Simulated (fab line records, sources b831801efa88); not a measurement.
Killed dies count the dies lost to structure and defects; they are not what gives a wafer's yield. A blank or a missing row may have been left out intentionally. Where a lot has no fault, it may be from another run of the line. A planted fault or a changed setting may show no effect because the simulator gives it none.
fab line records	flow gf180mcu
[record] lots = 24	wafers = 72	lastDay = 34
route steps=602 shown STI@14 M3@409 V3@443 MIM@509
lots that met no fault: taken from a fault-free run of the same line
startH: the number of hours between the record's first day and the start of the first shown wafer of the lot	waitH: hours since the lot's step before	" unchanged from the row above	L1.1+2: a row that stands for several wafers	- value missing, or start not given	* or withheld: withheld	< > ~ a bound
route shown NAME@n: names a module that has steps shown in the file, with the first one's number in the route	usual: average and standard deviation across the fault-free wafers	same: alike in all rows	chamber/n: place in a boat	sites: the reading at each site	_std_site: standard deviation across them	_edge_site: outer sites' mean less inner sites'	radiusMm: for every site, how far away it sits from the centre of the wafer	mask NAME#n: copy n	behind: the tool/chamber that last shaped the wafer	hold: the reason the lot was held/the length of the hold in hours/how it ended	device: the transistor (n, p or np) that didn't switch	end of line: the same wafers' tests at the end of the route	a step given without rows: its recipe and nothing more	killed: count of dies lost to structure and defects at first sort (not the wafer's yield)	map: the dies of a wafer, with x for killed, . for not killed, _ for no die there
set.NAME: the run value of the setting; set.NAME@STEP: its run value at that earlier step	model.NAME: the simulator's own value behind a step, which no gauge read
a sample of lots followed through the steps of the route, with each step as a table and each wafer as a row
services: a tool's chamber out of use, with start hour (startH, from the record's first day; less than 0 if before it), hours out, and reason
[[steps]]
[step GF_STI_ETCH_13]
[recipe] chemistry = CHF3/O2	stopOn = Si	overEtchFrac = 0.3	targetDepthA = 2823.1	sourceW = 600	biasW = 200	pressureMtorr = 40	chf3FlowSccm = 50	O2_flow_sccm = 5	timeS = 112.9
[usual] chf3FlowSccm = 50.00/0.16	drypumpMotorCurrentA = 5.9/0.43	oesProductAu = 0.833/0.0057	rfFwdPowerW = 596.6/2	throttleValvePct = 8.812/0.01
[same] timeS = 112.9
lot.wafer	tool	chamber	startH	waitH	chf3FlowSccm	drypumpMotorCurrentA	oesProductAu	rfFwdPowerW	rfHoursCounterH	throttleValvePct
L074.1	rieDiel-04	2	27.87	0.1	50.33	5.3	0.841	598.2	94	8.822
L074.2	"	3	"	"	49.90	5.8	0.833	598.3	43	8.804
L074.5	"	2	"	"	50.27	5.3	0.830	596.4	-	8.840
L075.1	rieDiel-04	3	31.53	0.1	50.14	5.8	0.826	599.1	43	8.820
L075.4	"	1	"	"	49.82	5.6	0.831	595.5	22	8.799
L075.5	"	2	"	"	49.70	5.3	0.837	598.4	-	8.802
L076.1	rieDiel-04	3	35.48	0.1	49.92	5.8	0.821	597.5	43	8.802
L076.4	"	2	"	"	50.04	5.3	0.831	599.1	94	8.816
L076.5	"	2	"	"	50.03	5.3	0.817	598.9	-	8.802
L077.1	rieDiel-04	0	40.33	0.1	49.77	5.6	0.830	595.2	23	8.810
L077.3	"	2	"	"	50.16	5.3	0.828	599.7	94	8.822
L077.6	"	1	"	"	49.90	5.6	0.836	597.8	-	8.811
L078.1	rieDiel-02	0	48.37	0.1	50.28	5.5	0.839	597.1	7	8.818
L078.2	"	1	"	"	50.11	5.6	0.835	600.1	37	8.821
L078.5	"	0	"	"	50.26	5.5	0.841	596.2	-	8.806
L079.3	rieDiel-02	0	50.62	0.1	50.16	5.5	0.825	593.6	7	8.803
L079.5	"	0	"	"	50.01	5.5	0.832	593.9	-	8.793
L079.6	"	3	"	"	50.29	6.6	0.830	594.3	-	8.815
L080.2	rieDiel-04	2	57.17	0.1	49.89	5.3	0.843	600.4	95	8.820
L080.3	"	0	"	"	49.73	5.7	0.835	600.1	24	8.790
L080.5	"	1	"	"	50.12	5.6	0.837	594.3	-	8.808
L081.3	rieDiel-03	1	61.63	0.1	49.79	6.3	0.831	596.7	86	8.819
L081.5	"	3	"	"	50.01	6.0	0.833	598.9	-	8.796
L081.6	"	2	"	"	49.84	6.4	0.828	594.5	-	8.816
L082.1	rieDiel-03	0	66.47	0.1	50.06	6.6	0.836	591.0	42	8.809
L082.5	"	0	"	"	49.83	6.6	0.827	595.2	-	8.813
L082.6	"	1	"	"	49.96	6.2	0.832	598.8	-	8.820
L083.1	rieDiel-03	3	71.47	0.1	49.94	6.1	0.827	597.2	107	8.794
L083.2	"	1	"	"	49.85	6.3	0.827	596.1	86	8.811
L083.4	"	2	"	"	49.99	6.3	0.838	594.8	120	8.815
L084.2	rieDiel-02	2	76.48	0.1	50.26	6.1	0.837	596.9	4	8.822
L084.3	"	0	"	"	49.92	5.4	0.834	595.4	7	8.800
L084.4	"	1	"	"	50.04	5.6	0.834	595.4	37	8.800
L085.1	rieDiel-03	1	83.67	0.1	49.83	6.2	0.825	596.5	87	8.802
L085.3	"	0	"	"	50.09	6.6	0.832	595.9	42	8.803
L085.5	"	3	"	"	49.92	6.0	0.828	595.8	-	8.802
L086.1	rieDiel-04	0	86.89	0.1	50.00	5.6	0.841	597.6	25	8.830
L086.2	"	3	"	"	49.81	5.8	0.835	596.5	44	8.818
L086.5	"	0	"	"	50.03	5.6	0.821	598.2	-	8.812
L087.1	rieDiel-03	0	92.22	0.1	50.30	6.6	0.839	592.3	42	8.817
L087.2	"	3	"	"	50.05	6.0	0.834	595.2	108	8.800
L087.3	"	2	"	"	49.87	6.4	0.839	593.8	121	8.801
L088.2	rieDiel-04	0	97.67	0.1	49.97	5.7	0.839	596.2	25	8.815
L088.4	"	3	"	"	49.68	5.7	0.842	598.8	44	8.808
L088.5	"	2	"	"	49.97	5.3	0.844	599.6	-	8.824
L089.4	rieDiel-04	1	102.43	0.0	49.80	5.6	0.833	598.2	24	8.825
L089.5	"	2	"	"	50.23	5.3	0.840	597.0	-	8.789
L089.6	"	1	"	"	49.70	5.6	0.830	595.6	-	8.810
L090.1	rieDiel-04	0	107.72	0.1	49.92	5.7	0.821	595.1	25	8.800
L090.2	"	3	"	"	50.06	5.8	0.830	598.1	45	8.813
L090.6	"	1	"	"	50.04	5.6	0.832	595.6	-	8.816
L091.2	rieDiel-03	2	112.63	0.1	50.06	6.4	0.833	594.8	121	8.795
L091.4	"	3	"	"	50.29	6.1	0.826	595.6	108	8.800
L091.6	"	0	"	"	50.20	6.6	0.843	594.8	-	8.817
L092.2	rieDiel-03	0	117.37	0.1	49.99	6.6	0.835	596.0	43	8.808
L092.5	"	3	"	"	49.78	6.1	0.833	596.9	-	8.822
L092.6	"	2	"	"	50.13	6.3	0.830	596.2	-	8.798
L093.1	rieDiel-04	0	123.87	0.1	49.83	5.6	0.836	592.2	26	8.814
L093.2	"	3	"	"	50.23	5.7	0.835	596.2	45	8.817
L093.5	"	2	"	"	49.95	5.2	0.836	598.9	-	8.804
L094.2	rieDiel-03	1	127.87	0.1	49.68	6.3	0.847	599.7	88	8.820
L094.3	"	3	"	"	50.20	6.0	0.830	599.3	109	8.823
L094.5	"	0	"	"	50.01	6.6	0.833	594.1	-	8.821
L095.2	rieDiel-04	1	134.42	0.1	49.75	5.6	0.832	596.8	25	8.803
L095.3	"	3	"	"	50.11	5.7	0.843	596.1	46	8.812
L095.5	"	2	"	"	50.23	5.3	0.834	596.4	-	8.800
L096.3	rieDiel-04	3	139.88	0.1	49.93	5.8	0.827	596.4	46	8.795
L096.5	"	0	"	"	50.24	5.6	0.842	596.6	-	8.807
L096.6	"	3	"	"	49.81	5.8	0.837	595.1	-	8.811
L097.1	rieDiel-02	2	144.33	0.1	49.94	6.1	0.841	593.7	5	8.797
L097.2	"	0	"	"	49.93	5.5	0.837	599.2	8	8.823
L097.6	"	0	"	"	50.03	5.5	0.836	596.9	-	8.814
[step GF_M3_SPUTTER_00]
[recipe] material = Ti	targetThkNm = 37.5	arrivingIonEnergyEv = 80	substrateTempC = 200	chamberPressurePa = 2	powerW = 4000	timeS = 150
[usual] throttleValvePct = 29.4/0.88
[same] timeS = 150
lot.wafer	tool	chamber	startH	waitH	throttleValvePct
L074.1	pvdSputter-04	-	466.22	0.1	30.7
L074.2	"	-	"	"	27.8
L074.5	"	-	"	"	27.7
L075.1	pvdSputter-02	-	475.16	0.1	29.9
L075.4	"	-	"	"	29.4
L075.5	"	-	"	"	29.7
L076.1	pvdSputter-04	-	488.42	0.2	30.6
L076.4	"	-	"	"	27.9
L076.5	"	-	"	"	30.7
L077.1	pvdSputter-04	-	492.61	0.1	29.2
L077.3	"	-	"	"	27.8
L077.6	"	-	"	"	30.6
L078.1	pvdSputter-03	-	502.35	0.1	29.3
L078.2	"	-	"	"	31.2
L078.5	"	-	"	"	30.2
L079.3	pvdSputter-04	-	511.96	0.2	28.6
L079.5	"	-	"	"	28.8
L079.6	"	-	"	"	29.3
L080.2	pvdSputter-04	-	522.21	0.1	30.8
L080.3	"	-	"	"	29.3
L080.5	"	-	"	"	29.3
L081.3	pvdSputter-02	-	534.65	0.1	29.4
L081.5	"	-	"	"	30.0
L081.6	"	-	"	"	29.7
L082.1	pvdSputter-04	-	540.67	0.2	28.6
L082.5	"	-	"	"	29.1
L082.6	"	-	"	"	30.8
L083.1	pvdSputter-02	-	545.95	0.2	29.4
L083.2	"	-	"	"	29.7
L083.4	"	-	"	"	29.8
L084.2	pvdSputter-02	-	555.21	0.2	29.0
L084.3	"	-	"	"	29.8
L084.4	"	-	"	"	29.9
L085.1	pvdSputter-02	-	567.26	0.1	29.0
L085.3	"	-	"	"	30.0
L085.5	"	-	"	"	29.8
L086.1	pvdSputter-02	-	572.41	0.1	29.7
L086.2	"	-	"	"	29.7
L086.5	"	-	"	"	29.5
L087.1	pvdSputter-02	-	579.12	0.1	29.4
L087.2	"	-	"	"	29.1
L087.3	"	-	"	"	29.6
L088.2	pvdSputter-03	-	585.62	0.1	29.1
L088.4	"	-	"	"	30.0
L088.5	"	-	"	"	29.2
L089.4	pvdSputter-04	-	594.45	0.1	28.5
L089.5	"	-	"	"	30.6
L089.6	"	-	"	"	27.9
L090.1	pvdSputter-04	-	599.48	0.2	28.6
L090.2	"	-	"	"	30.9
L090.6	"	-	"	"	30.8
L091.2	pvdSputter-02	-	614.15	0.2	29.9
L091.4	"	-	"	"	29.1
L091.6	"	-	"	"	29.7
L092.2	pvdSputter-04	-	615.95	0.1	29.4
L092.5	"	-	"	"	30.5
L092.6	"	-	"	"	29.2
L093.1	pvdSputter-03	-	619.93	0.1	29.8
L093.2	"	-	"	"	31.3
L093.5	"	-	"	"	29.0
L094.2	pvdSputter-04	-	625.57	0.1	27.8
L094.3	"	-	"	"	30.6
L094.5	"	-	"	"	28.7
L095.2	pvdSputter-02	-	639.90	0.1	29.0
L095.3	"	-	"	"	29.9
L095.5	"	-	"	"	29.9
L096.3	pvdSputter-02	-	643.24	0.2	29.1
L096.5	"	-	"	"	29.1
L096.6	"	-	"	"	29.7
L097.1	pvdSputter-04	-	647.81	0.1	28.4
L097.2	"	-	"	"	30.8
L097.6	"	-	"	"	30.7
[step GF_M3_CD_MEAS_14]
[recipe] targetCdNm = 280
[usual] cdNm = 280.0/0.97
lot.wafer	tool	chamber	startH	waitH	cdNm
L074.1	cdSem-01	-	490.90	0.1	280.3
L074.2	"	-	"	"	281.6
L074.5	"	-	"	"	281.4
L075.1	cdSem-01	-	499.20	0.1	281.1
L075.4	"	-	"	"	280.6
L075.5	"	-	"	"	279.7
L076.1	cdSem-01	-	512.15	0.1	281.0
L076.4	"	-	"	"	280.1
L076.5	"	-	"	"	281.1
L077.1	cdSem-02	-	516.15	0.1	279.3
L077.3	"	-	"	"	278.7
L077.6	"	-	"	"	279.6
L078.1	cdSem-01	-	525.65	0.1	278.5
L078.2	"	-	"	"	279.6
L078.5	"	-	"	"	280.6
L079.3	cdSem-02	-	535.34	0.1	281.7
L079.5	"	-	"	"	281.0
L079.6	"	-	"	"	281.4
L080.2	cdSem-02	-	544.83	0.1	277.9
L080.3	"	-	"	"	278.9
L080.5	"	-	"	"	278.1
L081.3	cdSem-02	-	557.34	0.1	281.5
L081.5	"	-	"	"	279.8
L081.6	"	-	"	"	280.2
L082.1	cdSem-02	-	562.86	0.1	279.7
L082.5	"	-	"	"	280.1
L082.6	"	-	"	"	280.0
L083.1	cdSem-02	-	568.11	0.1	280.5
L083.2	"	-	"	"	280.3
L083.4	"	-	"	"	280.5
L084.2	cdSem-02	-	577.58	0.2	279.9
L084.3	"	-	"	"	280.8
L084.4	"	-	"	"	279.5
L085.1	cdSem-01	-	588.60	0.1	278.9
L085.3	"	-	"	"	278.0
L085.5	"	-	"	"	278.4
L086.1	cdSem-01	-	593.76	0.1	279.2
L086.2	"	-	"	"	278.9
L086.5	"	-	"	"	280.1
L087.1	cdSem-02	-	600.60	0.1	280.5
L087.2	"	-	"	"	281.0
L087.3	"	-	"	"	279.9
L088.2	cdSem-02	-	607.07	0.1	279.4
L088.4	"	-	"	"	280.6
L088.5	"	-	"	"	279.6
L089.4	cdSem-02	-	615.06	0.1	280.4
L089.5	"	-	"	"	281.5
L089.6	"	-	"	"	280.0
L090.1	cdSem-02	-	620.50	0.1	280.0
L090.2	"	-	"	"	280.4
L090.6	"	-	"	"	280.2
L091.2	cdSem-01	-	634.57	0.1	281.0
L091.4	"	-	"	"	279.6
L091.6	"	-	"	"	279.9
L092.2	cdSem-01	-	635.87	0.1	281.2
L092.5	"	-	"	"	279.8
L092.6	"	-	"	"	281.0
L093.1	cdSem-01	-	640.10	0.1	277.7
L093.2	"	-	"	"	278.9
L093.5	"	-	"	"	279.5
L094.2	cdSem-02	-	645.82	0.1	280.0
L094.3	"	-	"	"	280.9
L094.5	"	-	"	"	278.9
L095.2	cdSem-01	-	659.57	0.1	281.1
L095.3	"	-	"	"	280.2
L095.5	"	-	"	"	280.5
L096.3	cdSem-02	-	663.59	0.1	279.8
L096.5	"	-	"	"	281.6
L096.6	"	-	"	"	280.5
L097.1	cdSem-01	-	667.50	0.1	281.1
L097.2	"	-	"	"	279.9
L097.6	"	-	"	"	279.4
[step GF_V3_CD_MEAS_14]
[recipe] targetCdNm = 260
[usual] cdNm = 260.1/1.2
lot.wafer	tool	chamber	startH	waitH	cdNm
L074.1	cdSem-01	-	516.06	0.1	259.8
L074.2	"	-	"	"	258.9
L074.5	"	-	"	"	259.8
L075.1	cdSem-01	-	523.60	0.1	262.0
L075.4	"	-	"	"	261.5
L075.5	"	-	"	"	263.2
L076.1	cdSem-01	-	536.20	0.1	257.9
L076.4	"	-	"	"	259.3
L076.5	"	-	"	"	256.9
L077.1	cdSem-01	-	540.10	0.1	261.4
L077.3	"	-	"	"	260.4
L077.6	"	-	"	"	260.9
L078.1	cdSem-02	-	549.75	0.1	258.6
L078.2	"	-	"	"	259.0
L078.5	"	-	"	"	258.3
L079.3	cdSem-02	-	558.99	0.1	259.7
L079.5	"	-	"	"	259.7
L079.6	"	-	"	"	259.6
L080.2	cdSem-02	-	568.78	0.1	259.5
L080.3	"	-	"	"	259.3
L080.5	"	-	"	"	258.8
L081.3	cdSem-02	-	580.59	0.1	261.0
L081.5	"	-	"	"	260.4
L081.6	"	-	"	"	261.0
L082.1	cdSem-02	-	585.96	0.1	261.3
L082.5	"	-	"	"	261.8
L082.6	"	-	"	"	264.0
L083.1	cdSem-01	-	591.34	0.1	260.0
L083.2	"	-	"	"	258.7
L083.4	"	-	"	"	259.9
L084.2	cdSem-01	-	599.43	0.1	258.0
L084.3	"	-	"	"	258.7
L084.4	"	-	"	"	260.2
L085.1	cdSem-01	-	611.19	0.1	261.5
L085.3	"	-	"	"	262.8
L085.5	"	-	"	"	261.5
L086.1	cdSem-01	-	615.95	0.1	257.0
L086.2	"	-	"	"	258.3
L086.5	"	-	"	"	258.4
L087.1	cdSem-01	-	622.09	0.1	260.2
L087.2	"	-	"	"	260.7
L087.3	"	-	"	"	259.7
L088.2	cdSem-01	-	629.02	0.1	259.9
L088.4	"	-	"	"	260.2
L088.5	"	-	"	"	259.4
L089.4	cdSem-01	-	636.70	0.1	260.1
L089.5	"	-	"	"	258.9
L089.6	"	-	"	"	260.2
L090.1	cdSem-02	-	642.10	0.1	259.4
L090.2	"	-	"	"	261.2
L090.6	"	-	"	"	260.9
L091.2	cdSem-01	-	655.67	0.1	259.7
L091.4	"	-	"	"	260.1
L091.6	"	-	"	"	259.5
L092.2	cdSem-02	-	657.34	0.2	259.6
L092.5	"	-	"	"	260.2
L092.6	"	-	"	"	260.9
L093.1	cdSem-02	-	660.86	0.2	260.0
L093.2	"	-	"	"	259.4
L093.5	"	-	"	"	258.5
L094.2	cdSem-01	-	666.72	0.1	260.6
L094.3	"	-	"	"	259.9
L094.5	"	-	"	"	261.1
L095.2	cdSem-02	-	680.42	0.1	261.4
L095.3	"	-	"	"	260.2
L095.5	"	-	"	"	261.0
L096.3	cdSem-02	-	684.19	0.1	258.3
L096.5	"	-	"	"	259.4
L096.6	"	-	"	"	258.8
L097.1	cdSem-01	-	687.90	0.1	261.8
L097.2	"	-	"	"	261.3
L097.6	"	-	"	"	261.0
[step GF_MIM_THK_MEAS_06]
[recipe] reads = Si3N4_of_MIM_CVD_05
[usual] MIM_CVD_05_THK = 42.1/0.71
lot.wafer	tool	chamber	startH	waitH	MIM_CVD_05_THK[nm]
L074.1	filmMetro-03	-	565.41	0.0	42.7
L074.2	"	-	"	"	41.3
L074.5	"	-	"	"	41.6
L075.1	filmMetro-03	-	572.42	0.0	42.3
L075.4	"	-	"	"	43.6
L075.5	"	-	"	"	42.8
L076.1	filmMetro-01	-	584.47	0.0	41.4
L076.4	"	-	"	"	43.4
L076.5	"	-	"	"	43.1
L077.1	filmMetro-04	-	589.35	0.0	42.6
L077.3	"	-	"	"	41.2
L077.6	"	-	"	"	42.8
L078.1	filmMetro-04	-	598.62	0.1	41.6
L078.2	"	-	"	"	42.2
L078.5	"	-	"	"	43.3
L079.3	filmMetro-03	-	606.32	0.0	42.6
L079.5	"	-	"	"	43.3
L079.6	"	-	"	"	42.4
L080.2	filmMetro-03	-	615.44	0.0	42.3
L080.3	"	-	"	"	42.7
L080.5	"	-	"	"	43.1
L081.3	filmMetro-01	-	626.15	0.0	41.5
L081.5	"	-	"	"	42.8
L081.6	"	-	"	"	41.6
L082.1	filmMetro-01	-	631.69	0.0	40.6
L082.5	"	-	"	"	41.3
L082.6	"	-	"	"	42.0
L083.1	filmMetro-01	-	636.55	0.0	41.7
L083.2	"	-	"	"	41.5
L083.4	"	-	"	"	42.4
L084.2	filmMetro-03	-	646.22	0.0	42.0
L084.3	"	-	"	"	40.7
L084.4	"	-	"	"	42.5
L085.1	filmMetro-04	-	656.70	0.0	41.6
L085.3	"	-	"	"	41.7
L085.5	"	-	"	"	42.1
L086.1	filmMetro-03	-	661.80	0.0	41.9
L086.2	"	-	"	"	41.4
L086.5	"	-	"	"	43.0
L087.1	filmMetro-03	-	666.61	0.0	42.3
L087.2	"	-	"	"	42.2
L087.3	"	-	"	"	41.2
L088.2	filmMetro-03	-	674.38	0.0	42.3
L088.4	"	-	"	"	42.1
L088.5	"	-	"	"	42.8
L089.4	filmMetro-01	-	681.34	0.0	41.5
L089.5	"	-	"	"	42.2
L089.6	"	-	"	"	42.4
L090.1	filmMetro-01	-	686.86	0.0	40.8
L090.2	"	-	"	"	42.1
L090.6	"	-	"	"	43.0
L091.2	filmMetro-03	-	699.67	0.0	41.2
L091.4	"	-	"	"	41.6
L091.6	"	-	"	"	42.9
L092.2	filmMetro-03	-	700.61	0.0	41.7
L092.5	"	-	"	"	42.5
L092.6	"	-	"	"	41.2
L093.1	filmMetro-01	-	704.72	0.0	43.1
L093.2	"	-	"	"	41.5
L093.5	"	-	"	"	43.4
L094.2	filmMetro-01	-	709.21	0.0	42.8
L094.3	"	-	"	"	42.0
L094.5	"	-	"	"	43.3
L095.2	filmMetro-03	-	722.39	0.0	41.9
L095.3	"	-	"	"	42.2
L095.5	"	-	"	"	43.6
L096.3	filmMetro-04	-	725.55	0.0	41.0
L096.5	"	-	"	"	41.6
L096.6	"	-	"	"	42.7
L097.1	filmMetro-04	-	729.40	0.0	41.9
L097.2	"	-	"	"	40.0
L097.6	"	-	"	"	42.6
[step GF_MIM_SPUTTER_08]
[recipe] material = AlCu	targetThkNm = 200	powerW = 10600	timeS = 10.6	chamberPressurePa = 0.4
[usual] throttleValvePct = 29.5/1
[same] timeS = 10.6
lot.wafer	tool	chamber	startH	waitH	throttleValvePct
L074.1	pvdSputter-04	-	565.52	0.0	30.7
L074.2	"	-	"	"	28.5
L074.5	"	-	"	"	28.9
L075.1	pvdSputter-03	-	572.52	0.0	30.4
L075.4	"	-	"	"	29.3
L075.5	"	-	"	"	30.2
L076.1	pvdSputter-03	-	584.57	0.0	31.1
L076.4	"	-	"	"	30.2
L076.5	"	-	"	"	30.2
L077.1	pvdSputter-04	-	589.45	0.0	30.9
L077.3	"	-	"	"	28.0
L077.6	"	-	"	"	27.8
L078.1	pvdSputter-04	-	598.73	0.0	27.7
L078.2	"	-	"	"	28.3
L078.5	"	-	"	"	30.8
L079.3	pvdSputter-04	-	606.41	0.0	28.7
L079.5	"	-	"	"	30.7
L079.6	"	-	"	"	29.3
L080.2	pvdSputter-02	-	615.53	0.0	29.5
L080.3	"	-	"	"	29.8
L080.5	"	-	"	"	29.6
L081.3	pvdSputter-03	-	626.23	0.0	31.1
L081.5	"	-	"	"	30.1
L081.6	"	-	"	"	31.2
L082.1	pvdSputter-04	-	631.80	0.0	30.6
L082.5	"	-	"	"	27.8
L082.6	"	-	"	"	28.6
L083.1	pvdSputter-04	-	636.66	0.0	27.8
L083.2	"	-	"	"	30.8
L083.4	"	-	"	"	28.6
L084.2	pvdSputter-03	-	646.31	0.0	30.0
L084.3	"	-	"	"	31.4
L084.4	"	-	"	"	30.3
L085.1	pvdSputter-03	-	656.80	0.0	30.0
L085.3	"	-	"	"	30.4
L085.5	"	-	"	"	30.4
L086.1	pvdSputter-04	-	661.90	0.0	28.7
L086.2	"	-	"	"	30.7
L086.5	"	-	"	"	30.8
L087.1	pvdSputter-02	-	666.76	0.0	29.8
L087.2	"	-	"	"	29.0
L087.3	"	-	"	"	29.3
L088.2	pvdSputter-03	-	674.47	0.0	30.1
L088.4	"	-	"	"	31.2
L088.5	"	-	"	"	29.8
L089.4	pvdSputter-04	-	681.41	0.0	27.8
L089.5	"	-	"	"	27.6
L089.6	"	-	"	"	28.4
L090.1	pvdSputter-04	-	686.96	0.0	27.8
L090.2	"	-	"	"	29.2
L090.6	"	-	"	"	30.7
L091.2	pvdSputter-04	-	699.76	0.0	29.4
L091.4	"	-	"	"	27.9
L091.6	"	-	"	"	29.2
L092.2	pvdSputter-02	-	700.70	0.0	29.8
L092.5	"	-	"	"	30.0
L092.6	"	-	"	"	29.5
L093.1	pvdSputter-02	-	704.82	0.0	29.8
L093.2	"	-	"	"	29.5
L093.5	"	-	"	"	29.4
L094.2	pvdSputter-04	-	709.30	0.0	30.6
L094.3	"	-	"	"	27.7
L094.5	"	-	"	"	30.7
L095.2	pvdSputter-03	-	722.48	0.0	29.0
L095.3	"	-	"	"	30.1
L095.5	"	-	"	"	29.4
L096.3	pvdSputter-04	-	725.63	0.0	27.8
L096.5	"	-	"	"	30.7
L096.6	"	-	"	"	29.0
L097.1	pvdSputter-03	-	729.51	0.0	29.9
L097.2	"	-	"	"	29.9
L097.6	"	-	"	"	31.3
[[services]]
tool	chamber	startH	hours	kind
pvdSputter-04	-	47.15	2.7	repair
rieDiel-04	3	52.50	31.5	repair
pvdSputter-03	-	61.09	3.2	repair
pvdSputter-03	-	116.80	1.7	repair
rieDiel-04	-	147.68	2.8	pm
pvdSputter-02	-	162.81	6.3	repair
pvdSputter-03	-	207.40	34.5	repair
pvdSputter-03	-	297.50	2.1	repair
pvdSputter-04	-	325.41	2.0	repair
rieDiel-04	2	350.30	10.2	repair
rieDiel-04	2	394.69	6.4	repair
rieDiel-04	2	405.89	1.3	repair
pvdSputter-02	-	479.62	2.6	repair
rieDiel-04	2	481.72	4.5	repair
rieDiel-04	0	521.32	4.0	repair
pvdSputter-02	-	532.14	1.9	repair
pvdSputter-04	-	578.05	0.6	repair
pvdSputter-02	-	582.16	6.3	repair
rieDiel-04	2	604.35	15.9	repair
pvdSputter-02	-	609.45	1.8	repair
rieDiel-04	-	618.96	0.9	repair
pvdSputter-02	-	656.80	3.7	repair
pvdSputter-02	-	665.41	0.9	repair
rieDiel-04	2	708.27	7.0	repair
[[key]]
fault none
